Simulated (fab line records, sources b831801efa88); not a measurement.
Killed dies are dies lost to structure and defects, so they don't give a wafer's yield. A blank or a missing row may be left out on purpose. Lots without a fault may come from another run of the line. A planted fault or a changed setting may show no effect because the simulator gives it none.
Problem report in the 8D (eight disciplines) form, filled by code | flow sky130 | the parts of the form that need people (team, actions taken, sign-off) are left out

1. THE PROBLEM
chamber_pressure_pa at SKY_METAL4_SPUTTER_03 reads a mean of 0.2873 Pa on 6 wafers of 2 lots; wafers without a fault read 0.3999 Pa with a standard deviation of 0.00083. That is -99 or more standard deviations from the usual mean.
The step: material Ti, target thk 5 nm, time 3.3 s.
First seen on wafer L579.2, day 43 23:26, on pvd_sputter-02. The record holds 36 wafers of 12 lots with a number at this step. Rule for "out", or "out of limits": more than 4 standard deviations from the usual mean. The other wafers with a number count as sound.

2. WHAT IT IS AND WHAT IT IS NOT
question                    | is                     | is not
which readings at this step | chamber_pressure_pa    | -
which lots                  | L579, L581             | L566, L569, L570, L571, L572, L574, L578, L582, L586, L587
which wafers of those lots  | all that have a number | -
read on which tools         | pvd_sputter-02         | pvd_sputter-03, pvd_sputter-04
when                        | from day 43 23:26      | up to then (21 sound wafers); but 9 sound wafers of L582, L586, L587 came after

3. SUSPECTS, AND WHAT RULES EACH OUT
Counting: a tool at a process step up to the reading stays a suspect if it ran every lot that is out and no sound lot after the first of them.
- plasma_asher-03 at SKY_VIA3_STRIP_16 (strips in O2/N2): kept. It ran every lot that is out, first L579 (day 43 21:58), and no sound lot after that; its last sound lot up to then is L578 (day 43 12:47).
- pvd_sputter-02 at SKY_METAL4_SPUTTER_03 (material Ti, target thk 5 nm, time 3.3 s): kept. It ran every lot that is out, first L579 (day 43 23:26), and no sound lot after that; its last sound lot up to then is L574 (day 42 08:06). Its own readings are out on those wafers: chamber_pressure_pa.
Left after counting: plasma_asher-03 at SKY_VIA3_STRIP_16, pvd_sputter-02 at SKY_METAL4_SPUTTER_03.

4. THE CAUSE (what the simulator had put in)
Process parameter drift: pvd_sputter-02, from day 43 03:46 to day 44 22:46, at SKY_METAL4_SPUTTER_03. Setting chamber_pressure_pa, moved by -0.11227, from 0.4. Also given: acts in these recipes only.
Counting left 2 suspects, and this tool is among them.

5. THE CHAIN OF EFFECTS, in route order
Each row: a reading whose mean over the struck wafers that have a number lies more than 3 standard deviations from the usual. Only readings for which the record gives a usual standard deviation are gone through. hours: the time from each lot's start at the first step in this table that gives one to its start at this step, as a median over the lots. sigmas: the change in usual standard deviations.
hours | step                  | reading             | usual     | on struck wafers | change  | sigmas
0     | SKY_METAL4_SPUTTER_03 | chamber_pressure_pa | 0.3999 Pa | 0.2873           | -0.1125 | -99 or more
0     | SKY_METAL4_SPUTTER_03 | throttle_valve_pct  | 29.8 %    | 35.2             | +5.4    | +5.8
The process steps in it:
- SKY_METAL4_SPUTTER_03: material Ti, target thk 5 nm, time 3.3 s.

6. WHAT WOULD HAVE CAUGHT IT SOONER
In this record the first reading out of limits was taken at day 43 23:26, 20 hours after the fault began at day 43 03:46.
